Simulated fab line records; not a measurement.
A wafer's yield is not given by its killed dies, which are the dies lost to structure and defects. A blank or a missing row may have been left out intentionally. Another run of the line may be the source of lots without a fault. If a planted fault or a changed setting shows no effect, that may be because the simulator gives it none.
A struck lot beside a sound one + flow sky130 + 19 out of 708 route steps
Sound: these wafers, L259.2, L259.3, L259.6. Wafers struck: L263.2, L263.3, L263.6. Last of all comes the cause.
At each step with rows: each side's tool, then ch and its chambers, then its first start. Under that, the readings that differ: sound wafers + struck wafers + difference of the means + sigmas: that difference in standard deviations of wafers without a fault.
alike: readings with means less than 2 such deviations apart, plus words and numbers identical on both sides. not compared: withheld readings, readings lacking a value on some wafer, bounds such as >300 that could conceal the same value, and numbers that have no deviation in the record and whose values overlap.
Wherever a step has rows on one side only, a row that says differs or no value, or a row with sigmas, the two part there. Non-overlapping numbers with no deviation appear without sigmas and do not part them. A reading that every wafer of one side lacks parts them only if that side has two wafers or more.

first, 3 steps without rows for these wafers: SKY_VT_ADJUST_NCORE_EXPOSE_04 (exposes mask LVTN COMPLEMENT THIN, target cd 380 nm); SKY_VT_ADJUST_NCORE_PEB_05; SKY_VT_ADJUST_NCORE_DEVELOP_06 (develop time 60 s).
SKY_VT_ADJUST_NCORE_CD_MEAS_07: the cd target is 380 nm.
  struck on cd_sem-02, day 12 01:46; sound on cd_sem-01, day 10 19:25
  alike: cd_nm
SKY_VT_ADJUST_NCORE_OVL_MEAS_08:
  struck on overlay-01, day 12 01:52; sound on overlay-01, day 10 19:31
  alike: VT_ADJUST_NCORE_OVL
after that, 1 step had no rows for these wafers: SKY_VT_ADJUST_NCORE_IMPLANT_09.
SKY_VT_ADJUST_NCORE_STRIP_10: strips in O2/N2.
  sound on plasma_asher-01 ch 0,1, day 10 19:42; struck on plasma_asher-02 ch 0,1, day 12 02:03
  alike: drypump_motor_current_A, oes_product_au, strip_time_to_endpoint_s
  not compared: rf_hours_counter_h
SKY_VT_ADJUST_NCORE_TW_MEAS_11:
  struck on film_metro-01, day 12 02:13; sound on film_metro-02, day 10 19:49
  alike: VT_ADJUST_NCORE_TW
then, 4 steps without rows for these wafers: SKY_VT_ADJUST_HVTR_DEHYDRATE_00 (time 60 s); SKY_VT_ADJUST_HVTR_HMDS_01 (prime time 60 s); SKY_VT_ADJUST_HVTR_COAT_02 (resist thk 1140 nm); SKY_VT_ADJUST_HVTR_SOFTBAKE_03 (time 60 s).
SKY_VT_ADJUST_HVTR_EXPOSE_04: exposes mask HVTRM, target cd 380 nm.
  sound on iline_stepper-01 ch 0, day 11 07:38; struck on iline_stepper-02 ch 0, day 12 14:38
| reading                                | sound                   | struck               | difference | sigmas |
|----------------------------------------|-------------------------|----------------------|------------|--------|
| model.VT_ADJUST_HVTR.overlay_x_nm (nm) | -0.4787 -0.4787 -0.4787 | -92.31 -92.31 -92.31 | -91.83     |        |
  alike: mask
then, 2 steps without rows for these wafers: SKY_VT_ADJUST_HVTR_PEB_05; SKY_VT_ADJUST_HVTR_DEVELOP_06 (develop time 60 s).
SKY_VT_ADJUST_HVTR_CD_MEAS_07: the cd target is 380 nm.
  struck on cd_sem-01, day 13 02:22; sound on cd_sem-02, day 11 19:07
  alike: cd_nm
SKY_VT_ADJUST_HVTR_OVL_MEAS_08:
  struck on overlay-02, day 13 02:28; sound on overlay-02, day 11 19:13
| reading                 | sound       | struck            | difference | sigmas |
|-------------------------|-------------|-------------------|------------|--------|
| VT_ADJUST_HVTR_OVL (nm) | 1.5 0.7 0.1 | -90.3 -90.1 -90.0 | -90.9      | -61    |
after that, 1 step had no rows for these wafers: SKY_VT_ADJUST_HVTR_IMPLANT_09.
-- record jumps: 36 days separate the struck wafers' starts on either side; left off in module VT_ADJUST_HVTR, taken up again in module PAD_OPEN, whose first shown step is the route's number 708 --
SKY_PAD_OPEN_PROBE_99:
  struck on prober-02, day 48 22:07; sound on prober-01, day 47 23:09
| reading                                | sound                   | struck                  | difference | sigmas |
|----------------------------------------|-------------------------|-------------------------|------------|--------|
| model.etest.pfet_01v8_mvt.vt_sat_v (V) | -0.5859 -0.5778 -0.5841 | -0.5965 -0.6029 -0.5981 | -0.0166    |        |
| model.etest.pfet_01v8_mvt.vt_v (V)     | -0.671 -0.6638 -0.6692  | -0.6769 -0.6844 -0.6813 | -0.0129    |        |
  alike: killed_at_M0_to_M3, killed_at_M4_up, killed_at_contacts, killed_at_front_end, killed_at_other, killed_dies, killed_open, killed_short

## WHERE THEY PART
SKY_VT_ADJUST_HVTR_OVL_MEAS_08 only, going by this record. Later steps at which nothing parts them and some readings are alike: SKY_PAD_OPEN_PROBE_99.

WHY: what the simulator had put in
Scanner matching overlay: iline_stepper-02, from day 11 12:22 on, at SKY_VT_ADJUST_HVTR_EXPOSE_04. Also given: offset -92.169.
